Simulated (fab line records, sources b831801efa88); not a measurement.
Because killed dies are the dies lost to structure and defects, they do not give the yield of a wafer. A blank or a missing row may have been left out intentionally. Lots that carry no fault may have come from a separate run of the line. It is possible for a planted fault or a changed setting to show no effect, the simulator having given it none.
A lot that was struck, set against a sound lot || flow sfq_line || 42 out of 325 route steps
Sound: wafers L894.1, L894.5, L894.6. Struck: wafer L899.2. (L899.4 of the same lot was not struck and is left out.) The cause comes at the end.
Order at every step that has rows: each side's tool, ch and its chambers, its first start. Under that, the readings that differ: sound wafers || struck wafers || difference of the means || sigmas: that difference in standard deviations of wafers without a fault.
alike: readings whose means differ by less than 2 such deviations, and words and numbers that are the same on both sides. not compared: withheld readings, readings that some wafer has no value for, bounds like >300 that may hide the same value, and numbers for which the record gives no deviation and whose values overlap.
A row with sigmas, a row that says differs or no value, or rows on one side alone: a step with any of these is where the two part. Numbers that have no deviation but don't overlap get no sigmas and don't part them. Lack of a reading on every wafer of one side parts them only where that side has two or more wafers.

first, 6 steps without rows for these wafers: SFQ_TRILAYER_M2_LITHO_COAT_062 (resist thk 62 nm); SFQ_TRILAYER_M2_LITHO_COAT_057 (resist thk 600 nm); SFQ_TRILAYER_M2_LITHO_SOFTBAKE_061; SFQ_TRILAYER_M2_LITHO_EXPOSE_058 (exposes mask M2, target cd 500 nm); SFQ_TRILAYER_M2_LITHO_PEB_060 (peb time 60 s); SFQ_TRILAYER_M2_LITHO_DEVELOP_059 (time 60 s).
SFQ_M2_OVL_MEAS_916:
  sound on overlay-02, day 36 14:37; struck on overlay-01, day 38 06:13
  alike: M2_OVL
then, 2 steps without rows for these wafers: SFQ_TRILAYER_M2_BARC_OPEN_METAL_ETCH_077 (etches BARC in O2, target depth 125 nm, time 41.7 s); SFQ_TRILAYER_M2_ETCH_METAL_ETCH_060 (etches Nb in Cl2/Ar, stops on SiO2, target depth 240 nm, time 120 s).
SFQ_TRILAYER_M2_STRIP_STRIP_061: strips in O2.
  sound on rie_metal-02 ch 0,1, day 36 14:50; struck on rie_metal-03 ch 1, day 38 06:26
  alike: drypump_motor_current_A, oes_product_au, platen_temp_c
  not compared: rf_hours_counter_h
then, 2 steps without rows for these wafers: SFQ_TRILAYER_M2_STRIP_SOLV_CLEAN_062 (cleans in NMP, time 600 s); SFQ_TRILAYER_I2_DEP_PECVD_063 (deposits SiO2 from SiH4/N2O, time 111.11 s, target thk 500 nm).
SFQ_TRILAYER_I2_CMP_CMP_064: polishes SiO2.
  sound on cmp-02 ch 0,1, day 36 17:23; struck on cmp-02 ch 1, day 38 07:47
{"reading": "time_to_endpoint_s (s)", "sound": "210 209 217", "struck": 252, "difference": "+40", "sigmas": "+6"}
{"reading": "model.SiO2_of_TRILAYER_I2_DEP_PECVD_063.thk_nm (nm)", "sound": "201.3 200.3 201", "struck": 150.7, "difference": -50.2, "sigmas": ""}
  alike: head_pressure_psi, motor_current_A, slurry_filter_dp_kPa
SFQ_I2_BOW_MEAS_917:
  sound on film_metro-04, day 36 19:53; struck on film_metro-02, day 38 10:18
  alike: I2_BOW
SFQ_TRILAYER_I2_METRO_MEASURE_065:
  sound on film_metro-04, day 36 20:00; struck on film_metro-02, day 38 10:36
{"reading": "thk_nm (nm)", "sound": "201.3 200.2 201.0", "struck": 150.7, "difference": -50.1, "sigmas": -50}
then, 6 steps without rows for these wafers: SFQ_TRILAYER_I2_VIA_LITHO_COAT_072 (resist thk 62 nm); SFQ_TRILAYER_I2_VIA_LITHO_COAT_067 (resist thk 650 nm); SFQ_TRILAYER_I2_VIA_LITHO_SOFTBAKE_071; SFQ_TRILAYER_I2_VIA_LITHO_EXPOSE_068 (exposes mask I2, target cd 500 nm); SFQ_TRILAYER_I2_VIA_LITHO_PEB_070 (peb time 60 s); SFQ_TRILAYER_I2_VIA_LITHO_DEVELOP_069 (time 60 s).
-- the record jumps here: 6 days lie between the struck wafers' starts before and after --
SFQ_I2_OVL_MEAS_918:
  sound on overlay-01, day 42 21:11; struck on overlay-02, day 44 18:55
  alike: I2_OVL
SFQ_TRILAYER_I2_VIA_BARC_OPEN_VIA_ETCH_096: etches BARC in O2, target depth 125 nm, time 41.7 s.
  sound on rie_diel-03 ch 0,3, day 42 21:13; struck on rie_diel-01 ch 1, day 44 18:57
  alike: drypump_motor_current_A, oes_product_au
  not compared: rf_hours_counter_h
SFQ_TRILAYER_I2_VIA_ETCH_VIA_ETCH_070: etches SiO2 in CHF3, stops on Nb, target depth 260 nm.
  sound on rie_diel-03 ch 0,3, day 42 21:16; struck on rie_diel-01 ch 1, day 44 18:59
{"reading": "oes_product_au (a.u.)", "sound": "0.853 0.859 0.850", "struck": 0.738, "difference": -0.116, "sigmas": -24}
{"reading": "model.etch.depth_nm (nm)", "sound": "201.3 200.3 201", "struck": 150.7, "difference": -50.2, "sigmas": ""}
{"reading": "model.I2.feature_depth_nm (nm)", "sound": "201.3 200.3 201", "struck": 150.7, "difference": -50.2, "sigmas": ""}
  alike: drypump_motor_current_A
then, 2 steps without rows for these wafers: SFQ_TRILAYER_I2_VIA_STRIP_STRIP_071 (strips in O2); SFQ_TRILAYER_I2_VIA_STRIP_SOLV_CLEAN_072 (cleans in NMP, time 600 s).
SFQ_TRILAYER_M3_DEP_PRE_CLEAN_074: time 22.5 s.
  sound on pvd_sputter-06, day 42 22:45; struck on pvd_sputter-04, day 44 19:53
{"reading": "model.SiO2_of_TRILAYER_I2_DEP_PECVD_063.thk_nm (nm)", "sound": "193.8 192.8 193.5", "struck": 143.2, "difference": -50.2, "sigmas": ""}
SFQ_TRILAYER_M3_DEP_SPUTTER_073: material Nb, target thk 200 nm, time 133.3 s.
  sound on pvd_sputter-06, day 42 22:47; struck on pvd_sputter-04, day 44 19:55
  alike: substrate_temp_c, throttle_valve_pct
SFQ_M3_RS_MEAS_919: the measuring method here is four-point-probe.
  sound on film_metro-01, day 42 22:52; struck on film_metro-03, day 44 20:01
  alike: M3_NB_RS
then, 6 steps without rows for these wafers: SFQ_TRILAYER_M3_LITHO_COAT_080 (resist thk 62 nm); SFQ_TRILAYER_M3_LITHO_COAT_075 (resist thk 600 nm); SFQ_TRILAYER_M3_LITHO_SOFTBAKE_079; SFQ_TRILAYER_M3_LITHO_EXPOSE_076 (exposes mask M3, target cd 500 nm); SFQ_TRILAYER_M3_LITHO_PEB_078 (peb time 60 s); SFQ_TRILAYER_M3_LITHO_DEVELOP_077 (time 60 s).
SFQ_M3_OVL_MEAS_921:
  sound on overlay-01, day 43 21:56; struck on overlay-01, day 44 23:58
  alike: M3_OVL
SFQ_TRILAYER_M3_BARC_OPEN_METAL_ETCH_100: etches BARC in O2, target depth 125 nm, time 41.7 s.
  sound on rie_metal-04 ch 0,1, day 43 21:58; struck on rie_metal-02 ch 0, day 45 00:00
{"reading": "oes_product_au (a.u.)", "sound": "0.686 0.677 0.679", "struck": 0.690, "difference": "+0.009", "sigmas": "+2"}
  alike: drypump_motor_current_A
  not compared: rf_hours_counter_h
SFQ_TRILAYER_M3_ETCH_METAL_ETCH_078: etches Nb in Cl2/Ar, stops on SiO2, target depth 240 nm, time 120 s.
  sound on rie_metal-04 ch 0,1, day 43 22:02; struck on rie_metal-02 ch 0, day 45 00:04
  alike: drypump_motor_current_A, oes_product_au
  not compared: rf_hours_counter_h
then, 3 steps without rows for these wafers: SFQ_TRILAYER_M3_STRIP_STRIP_079 (strips in O2); SFQ_TRILAYER_M3_STRIP_SOLV_CLEAN_080 (cleans in NMP, time 600 s); SFQ_TRILAYER_I3_DEP_PECVD_081 (deposits SiO2 from SiH4/N2O, time 111.11 s, target thk 500 nm).
-- the record jumps here: 36 days lie between the struck wafers' starts before and after --
SFQ_M8_BOW_MEAS_951:
  sound on film_metro-02, day 77 08:52; struck on film_metro-03, day 81 01:43
{"reading": "model.etest.i2.link_ohm", "sound": "1.93 1.944 1.934", "struck": 1.903, "difference": -0.033, "sigmas": ""}
  alike: M8_BOW

WHERE THEY PART
Earliest at SFQ_TRILAYER_I2_CMP_CMP_064; latest, in this record, at SFQ_TRILAYER_M3_BARC_OPEN_METAL_ETCH_100. Later steps at which nothing parts them and some readings are alike: SFQ_TRILAYER_M3_ETCH_METAL_ETCH_078, SFQ_M8_BOW_MEAS_951.

WHY: what the simulator had put in
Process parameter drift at SFQ_TRILAYER_I2_CMP_CMP_064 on cmp-02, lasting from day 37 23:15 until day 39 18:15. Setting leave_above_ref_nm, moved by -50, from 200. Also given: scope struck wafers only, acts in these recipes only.
